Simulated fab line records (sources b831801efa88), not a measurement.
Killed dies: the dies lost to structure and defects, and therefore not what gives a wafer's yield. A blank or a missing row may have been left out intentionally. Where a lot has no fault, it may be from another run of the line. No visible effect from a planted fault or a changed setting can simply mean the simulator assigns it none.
Code-filled problem report in 8D (eight disciplines) form + flow gf180mcu + the parts of the form that need people (team, actions taken, sign-off) are left out

== 1. WHAT IS WRONG ==
Wafers without a fault read 20.99 C, standard deviation 0.1; developerTempC at GF_V1_DEVELOP_13 reads a mean of 18.81 C on 6 wafers belonging to 2 lots. Measured from the usual mean, that is -22 standard deviations.
The step: develop time 60 s.
Earliest sighting: wafer L901.3 on lithoTrack-02 at day 24 00:14. The record has a number at this step for 42 wafers belonging to 14 lots. Rule for "out" (also "out of limits"): further than 4 standard deviations from the usual mean. The rest of the wafers with a number are treated as sound.

== 2. WHAT IT IS; WHAT IT IS NOT ==
| question                    | is                     | is not                                                                 |
|-----------------------------|------------------------|------------------------------------------------------------------------|
| which readings at this step | developerTempC         | -                                                                      |
| which lots                  | L901, L902             | L885, L886, L888, L889, L890, L891, L893, L895, L896, L897, L898, L903 |
| which wafers of those lots  | all that have a number | -                                                                      |
| read on which tools         | lithoTrack-02          | lithoTrack-03, lithoTrack-04                                           |
| when                        | from day 24 00:14      | up to then (33 sound wafers); but 3 sound wafers of L903 came after    |

== 3. SUSPECTS, AND WHAT RULES EACH OUT ==
Counting: a tool at any process step up to the reading remains a suspect when it ran all the lots that are out and ran no sound lot after the first of those.
- lithoTrack-02 at GF_V1_DEVELOP_13 (develop time 60 s): kept. All lots that are out passed through it, beginning with L901 at day 24 00:14, and no sound lot followed; its final sound lot before that point was L898 at day 22 16:23. Its own readings are out on those wafers: developerTempC.
The count leaves lithoTrack-02 at GF_V1_DEVELOP_13.

== 4. THE CAUSE (what the simulator had put in) ==
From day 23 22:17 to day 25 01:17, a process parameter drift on lithoTrack-02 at GF_V1_DEVELOP_13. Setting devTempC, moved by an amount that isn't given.
This tool alone remained once counting was done.

== 5. THE EFFECT CHAIN, in route order ==
Rows list readings where the struck wafers' mean (over those with a number) sits beyond 3 standard deviations from the usual. Scope: only readings with a usual standard deviation given in the record; hours: median across lots of the time from each lot's start at the first step in this table that gives one to its start at this step; sigmas: change in usual standard deviations.
| hours | step             | reading        | usual   | on struck wafers | change | sigmas |
|-------|------------------|----------------|---------|------------------|--------|--------|
| 0     | GF_V1_DEVELOP_13 | developerTempC | 20.99 C | 18.81            | -2.18  | -22    |
Its process steps:
- GF_V1_DEVELOP_13: develop time 60 s.

== 6. HOW IT WOULD HAVE BEEN CAUGHT EARLIER ==
First out-of-limits reading in this record: day 24 00:14, which is 2 hours after fault onset at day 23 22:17.
